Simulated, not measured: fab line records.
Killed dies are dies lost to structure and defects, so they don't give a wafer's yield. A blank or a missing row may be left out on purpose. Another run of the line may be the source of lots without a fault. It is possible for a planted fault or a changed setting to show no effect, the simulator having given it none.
Which of the tools did it? / flow gf180mcu / Sampling: 14 lots, 42 wafers, 2 of 602 route steps

WHAT THE GAUGES SHOWED, per wafer
GF_V5_OVL_MEAS_15. Usual: for V5_OVL the level is 4 nm and the standard deviation is 5.3.
lot=L133; measured=day 27 06:52; on=overlay-01; V5_OVL (nm)=11 13 5; flag=
lot=L136; measured=day 28 15:13; on=overlay-01; V5_OVL (nm)=11 12 13; flag=
lot=L138; measured=day 29 12:29; on=overlay-02; V5_OVL (nm)=10 6 7; flag=
lot=L139; measured=day 29 10:46; on=overlay-02; V5_OVL (nm)=4 -2 1; flag=
lot=L140; measured=day 29 21:16; on=overlay-02; V5_OVL (nm)=8 8 11; flag=
lot=L141; measured=day 30 00:49; on=overlay-02; V5_OVL (nm)=7 -6 4; flag=
lot=L143; measured=day 30 15:01; on=overlay-02; V5_OVL (nm)=9 7 4; flag=
lot=L144; measured=day 30 19:56; on=overlay-02; V5_OVL (nm)=3 1 5; flag=
lot=L145; measured=day 31 05:37; on=overlay-02; V5_OVL (nm)=5 9 11; flag=
lot=L149; measured=day 32 02:34; on=overlay-02; V5_OVL (nm)=8 -1 6; flag=
lot=L150; measured=day 32 09:04; on=overlay-02; V5_OVL (nm)=2 11 4; flag=
lot=L153; measured=day 33 05:07; on=overlay-01; V5_OVL (nm)=-9 -11 -4; flag=
lot=L154; measured=day 33 08:49; on=overlay-02; V5_OVL (nm)=7 -4 1; flag=
lot=L155; measured=day 33 10:25; on=overlay-02; V5_OVL (nm)=1 3 11; flag=

EACH LOT AND THE TOOL THAT RAN IT (in order: tool; ch and the chambers of the sampled wafers; start)
lot=L133; GF_VT_IMPLANT_STRIP_09=plasma-asher-02 ch 0,1, day 5 20:44
lot=L136; GF_VT_IMPLANT_STRIP_09=plasma-asher-02 ch 0,1, day 6 14:56
lot=L138; GF_VT_IMPLANT_STRIP_09=plasma-asher-02 ch 0,1, day 7 08:53
lot=L139; GF_VT_IMPLANT_STRIP_09=plasma-asher-01 ch 0,1, day 7 11:11
lot=L140; GF_VT_IMPLANT_STRIP_09=plasma-asher-01 ch 0,1, day 7 18:59
lot=L141; GF_VT_IMPLANT_STRIP_09=plasma-asher-02 ch 0,1, day 8 00:23
lot=L143; GF_VT_IMPLANT_STRIP_09=plasma-asher-02 ch 0,1, day 8 12:14
lot=L144; GF_VT_IMPLANT_STRIP_09=plasma-asher-02 ch 0,1, day 8 17:43
lot=L145; GF_VT_IMPLANT_STRIP_09=plasma-asher-04 ch 0,1, day 8 22:34
lot=L149; GF_VT_IMPLANT_STRIP_09=plasma-asher-02 ch 0,1, day 9 22:20
lot=L150; GF_VT_IMPLANT_STRIP_09=plasma-asher-02 ch 0,1, day 10 04:59
lot=L153; GF_VT_IMPLANT_STRIP_09=plasma-asher-04 ch 0,1, day 11 06:23
lot=L154; GF_VT_IMPLANT_STRIP_09=plasma-asher-04 ch 0, day 11 07:38
lot=L155; GF_VT_IMPLANT_STRIP_09=plasma-asher-04 ch 0,1, day 11 14:32
- GF_VT_IMPLANT_STRIP_09: strips in O2/N2.

WHAT THE TOOLS THEMSELVES READ (means of the sampled wafers that have a number; where no wafer has one, the mark that the record gives instead)
GF_VT_IMPLANT_STRIP_09. Usual: drypump-motor-current-A 6.42 A, standard deviation 0.22; heater-power-w 359 W, standard deviation 23; oes-product-au 0.717 a.u., standard deviation 0.0041; strip-time-to-endpoint-s 12.64 s, standard deviation 0.039.
lot=L133; tool=plasma-asher-02; drypump-motor-current-A (A)=6.46; heater-power-w (W)=352; oes-product-au (a.u.)=0.717; strip-time-to-endpoint-s (s)=12.56; flag=
lot=L136; tool=plasma-asher-02; drypump-motor-current-A (A)=6.46; heater-power-w (W)=357; oes-product-au (a.u.)=0.716; strip-time-to-endpoint-s (s)=12.64; flag=
lot=L138; tool=plasma-asher-02; drypump-motor-current-A (A)=6.26; heater-power-w (W)=336; oes-product-au (a.u.)=0.716; strip-time-to-endpoint-s (s)=12.61; flag=
lot=L139; tool=plasma-asher-01; drypump-motor-current-A (A)=6.53; heater-power-w (W)=367; oes-product-au (a.u.)=0.717; strip-time-to-endpoint-s (s)=12.67; flag=
lot=L140; tool=plasma-asher-01; drypump-motor-current-A (A)=6.53; heater-power-w (W)=371; oes-product-au (a.u.)=0.717; strip-time-to-endpoint-s (s)=12.64; flag=
lot=L141; tool=plasma-asher-02; drypump-motor-current-A (A)=6.28; heater-power-w (W)=338; oes-product-au (a.u.)=0.717; strip-time-to-endpoint-s (s)=12.62; flag=
lot=L143; tool=plasma-asher-02; drypump-motor-current-A (A)=6.26; heater-power-w (W)=339; oes-product-au (a.u.)=0.718; strip-time-to-endpoint-s (s)=12.66; flag=
lot=L144; tool=plasma-asher-02; drypump-motor-current-A (A)=6.27; heater-power-w (W)=345; oes-product-au (a.u.)=0.719; strip-time-to-endpoint-s (s)=12.66; flag=
lot=L145; tool=plasma-asher-04; drypump-motor-current-A (A)=6.28; heater-power-w (W)=369; oes-product-au (a.u.)=0.714; strip-time-to-endpoint-s (s)=12.67; flag=
lot=L149; tool=plasma-asher-02; drypump-motor-current-A (A)=6.47; heater-power-w (W)=360; oes-product-au (a.u.)=0.718; strip-time-to-endpoint-s (s)=12.69; flag=
lot=L150; tool=plasma-asher-02; drypump-motor-current-A (A)=6.26; heater-power-w (W)=339; oes-product-au (a.u.)=0.716; strip-time-to-endpoint-s (s)=12.59; flag=
lot=L153; tool=plasma-asher-04; drypump-motor-current-A (A)=6.28; heater-power-w (W)=369; oes-product-au (a.u.)=0.714; strip-time-to-endpoint-s (s)=12.58; flag=
lot=L154; tool=plasma-asher-04; drypump-motor-current-A (A)=6.28; heater-power-w (W)=356; oes-product-au (a.u.)=0.719; strip-time-to-endpoint-s (s)=12.62; flag=
lot=L155; tool=plasma-asher-04; drypump-motor-current-A (A)=6.28; heater-power-w (W)=367; oes-product-au (a.u.)=0.716; strip-time-to-endpoint-s (s)=12.60; flag=

THE ANSWER, worked out from the rows above alone
Rule: lot off if the mean of its wafers having a number is beyond 3 standard deviations from the usual mean. A lot without any number at a reading at which 4 lots or more have one is off too. The other lots that the step has rows for count as sound. After the gauges, taken in route order, come the tools' own readings; for these a lot's mean is taken, as printed above. The first step at which some lot is off is used, and at that step the reading that is off furthest; a lot without a number counts as furthest.
Across all readings shown, no lot is off: no conclusion can be drawn from this.

WHAT WAS PUT IN BY THE SIMULATOR
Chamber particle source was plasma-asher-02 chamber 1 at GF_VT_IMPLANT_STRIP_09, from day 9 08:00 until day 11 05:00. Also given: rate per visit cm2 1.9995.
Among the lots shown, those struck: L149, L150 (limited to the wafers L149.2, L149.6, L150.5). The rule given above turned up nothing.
